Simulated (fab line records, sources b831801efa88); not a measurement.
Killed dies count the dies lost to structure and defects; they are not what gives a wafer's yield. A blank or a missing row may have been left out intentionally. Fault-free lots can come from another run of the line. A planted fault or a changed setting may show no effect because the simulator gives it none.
Which of the tools did it? || flow gf180mcu || route of 602 steps, sampled at 1 step: 12 lots, 36 wafers

WHAT EACH GAUGE READ, for each wafer
GF_M4_CD_MEAS_14: target cd 280 nm.
{"lot": "L075", "measured": "day 23 15:47", "on": "cd-sem-02", "cd-nm (nm)": "280.6 280.2 281.1"}
{"lot": "L077", "measured": "day 24 04:46", "on": "cd-sem-02", "cd-nm (nm)": "278.7 279.6 279.0"}
{"lot": "L079", "measured": "day 25 00:15", "on": "cd-sem-01", "cd-nm (nm)": "279.2 278.2 277.9"}
{"lot": "L081", "measured": "day 25 20:35", "on": "cd-sem-02", "cd-nm (nm)": "280.3 280.1 280.5"}
{"lot": "L083", "measured": "day 26 11:08", "on": "cd-sem-01", "cd-nm (nm)": "282.2 282.7 283.4"}
{"lot": "L085", "measured": "day 27 06:14", "on": "cd-sem-02", "cd-nm (nm)": "281.2 280.8 280.9"}
{"lot": "L087", "measured": "day 27 19:55", "on": "cd-sem-02", "cd-nm (nm)": "280.1 279.7 281.0"}
{"lot": "L089", "measured": "day 28 12:16", "on": "cd-sem-02", "cd-nm (nm)": "281.3 280.1 280.4"}
{"lot": "L091", "measured": "day 29 10:53", "on": "cd-sem-02", "cd-nm (nm)": "282.2 281.2 281.6"}
{"lot": "L093", "measured": "day 29 18:35", "on": "cd-sem-02", "cd-nm (nm)": "280.8 280.4 280.8"}
{"lot": "L095", "measured": "day 30 00:53", "on": "cd-sem-01", "cd-nm (nm)": "280.7 281.4 282.1"}
{"lot": "L097", "measured": "day 30 16:56", "on": "cd-sem-01", "cd-nm (nm)": "279.8 280.6 279.4"}

EACH LOT AND THE TOOL THAT RAN IT (in order: tool; ch and the chambers of the sampled wafers; start)
The record holds no process step before these readings.

THE ANSWER, worked out from the rows above alone
Rule: what is usual is taken from the lots themselves. The widest of any qualifying gaps counts: lots, ordered by their means at a reading, are off when they make up no more than a third of the lots, leave a main group of 4 or more, and stand apart from it by 3 or more times the standard deviation of that group's means. A main group is skipped when, at the precision printed for the reading in the tables above, its means are all equal. A lot without any number at a reading at which 4 lots or more have one is off too. Any other lot the step has rows for is counted as sound.
None of the lots is off at any reading shown; this tells nothing.

WHAT THE SIMULATOR HAD PUT IN
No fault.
